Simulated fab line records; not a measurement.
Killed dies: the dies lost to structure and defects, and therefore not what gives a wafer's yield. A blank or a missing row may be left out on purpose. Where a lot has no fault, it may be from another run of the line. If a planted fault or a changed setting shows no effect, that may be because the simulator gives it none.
Matching of chambers :: flow gf180mcu :: pecvd-02 running GF_V1_CVD_02: 3 sister chambers
The step deposits SiO2 from TEOS, target thk 850 nm, time 94.851 s. 6 wafers are shown with their chamber, then 7 later ones without.

WAFERS WITH THEIR CHAMBER
wafer: L983.4
chamber: 1
heater-power-w (W): 822
rf-fwd-power-W (W): 596.9

wafer: L992.1
chamber: 1
heater-power-w (W): 788
rf-fwd-power-W (W): 601.4

wafer: L992.2
chamber: 0
heater-power-w (W): 816
rf-fwd-power-W (W): 594.6

wafer: L992.3
chamber: 2
heater-power-w (W): 650
rf-fwd-power-W (W): 597.5

wafer: L994.2
chamber: 0
heater-power-w (W): 838
rf-fwd-power-W (W): 599.1

wafer: L994.3
chamber: 2
heater-power-w (W): 731
rf-fwd-power-W (W): 595.0

WAFERS MISSING THEIR CHAMBER
wafer: L994.4
heater-power-w (W): 595
rf-fwd-power-W (W): 596.7

wafer: L996.1
heater-power-w (W): 739
rf-fwd-power-W (W): 595.1

wafer: L996.2
heater-power-w (W): 863
rf-fwd-power-W (W): 596.6

wafer: L996.4
heater-power-w (W): 593
rf-fwd-power-W (W): 597.1

wafer: L997.1
heater-power-w (W): 634
rf-fwd-power-W (W): 596.3

wafer: L997.2
heater-power-w (W): 828
rf-fwd-power-W (W): 595.7

wafer: L997.3
heater-power-w (W): 870
rf-fwd-power-W (W): 598.1

EACH ONE'S CHAMBER
wafer: L994.4
from the rows above: 2
in truth: 2

wafer: L996.1
from the rows above: can't be placed: 2 or 1 or 0
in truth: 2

wafer: L996.2
from the rows above: can't be placed: 0 or 1
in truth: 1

wafer: L996.4
from the rows above: 2
in truth: 2

wafer: L997.1
from the rows above: 2
in truth: 2

wafer: L997.2
from the rows above: can't be placed: 0 or 1
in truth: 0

wafer: L997.3
from the rows above: can't be placed: 0 or 1
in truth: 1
Correctly placed: 3 of 7. Unplaceable from these rows: 4, with the true chamber sitting among the candidates in 4. Wrongly placed: 0.
How it was worked out, from the rows above alone: a wafer's distance from a chamber is the root of the sum, over the readings, of the square of ((its reading less the chamber's mean) divided by the reading's scatter). If the next closest chamber is less than 2 further off than the closest, the wafer can't be placed; otherwise it belongs to the closest. The mean given for a chamber averages the wafers shown for that chamber. The scatter is the square root of a quotient: the sum, over the shown wafers, of each reading's squared deviation from its chamber's mean, divided by wafers minus chambers.
